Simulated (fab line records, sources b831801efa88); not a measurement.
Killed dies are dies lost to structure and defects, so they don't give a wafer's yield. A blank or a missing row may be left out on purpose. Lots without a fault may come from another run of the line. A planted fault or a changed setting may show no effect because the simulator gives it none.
Chamber matching | flow sky130 | SKY_LI_CONTACT_CMP_24 on cmp-02: 4 sister chambers
The step polishes, stops on PSG, t overpolish 20 s, target thk 0 nm. 8 wafers are shown with their chamber, then 11 later ones without.

WAFERS WITH THEIR CHAMBER
wafer  | chamber | motor_current_A (A) | time_to_endpoint_s (s)
L084.1 | 2       | 12.0                | 98
L088.1 | 2       | 12.6                | 99
L088.2 | 0       | 9.5                 | 96
L088.4 | 3       | 10.2                | 93
L090.2 | 1       | 12.7                | 106
L090.4 | 3       | 9.0                 | 95
L090.5 | 1       | 11.7                | 105
L092.2 | 0       | 8.8                 | 96

WAFERS WITHOUT THEIR CHAMBER
wafer  | motor_current_A (A) | time_to_endpoint_s (s)
L092.4 | 12.2                | 104
L092.6 | 12.9                | 99
L093.1 | 9.6                 | 92
L093.2 | 11.8                | 104
L093.6 | 11.6                | 105
L095.1 | 12.6                | 105
L095.3 | 9.3                 | 98
L095.5 | 9.1                 | 98
L096.3 | 9.3                 | 96
L096.5 | 9.7                 | 95
L096.6 | 11.9                | 104

WHICH CHAMBER EACH WENT THROUGH
wafer  | from the rows above     | in truth
L092.4 | 1                       | 1
L092.6 | 2                       | 2
L093.1 | 3                       | 3
L093.2 | 1                       | 1
L093.6 | 1                       | 1
L095.1 | 1                       | 1
L095.3 | 0                       | 0
L095.5 | 0                       | 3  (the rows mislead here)
L096.3 | 0                       | 0
L096.5 | can't be placed: 3 or 0 | 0
L096.6 | 1                       | 1
Placed correctly: 9 of 11. Can't be placed from these rows: 1 (the true chamber is among the candidates in 1). Placed wrongly: 1.
How it was worked out, from the rows above alone: a wafer's distance from a chamber is the root of the sum, over the readings, of the square of ((its reading less the chamber's mean) divided by the reading's scatter). The wafer belongs to the nearest chamber; if the next one is less than 2 further off, it can't be placed. A chamber's mean is the mean of its shown wafers. The scatter: the root of (the sum of the squares of (reading less its chamber's mean) over the shown wafers, divided by (wafers less chambers)).
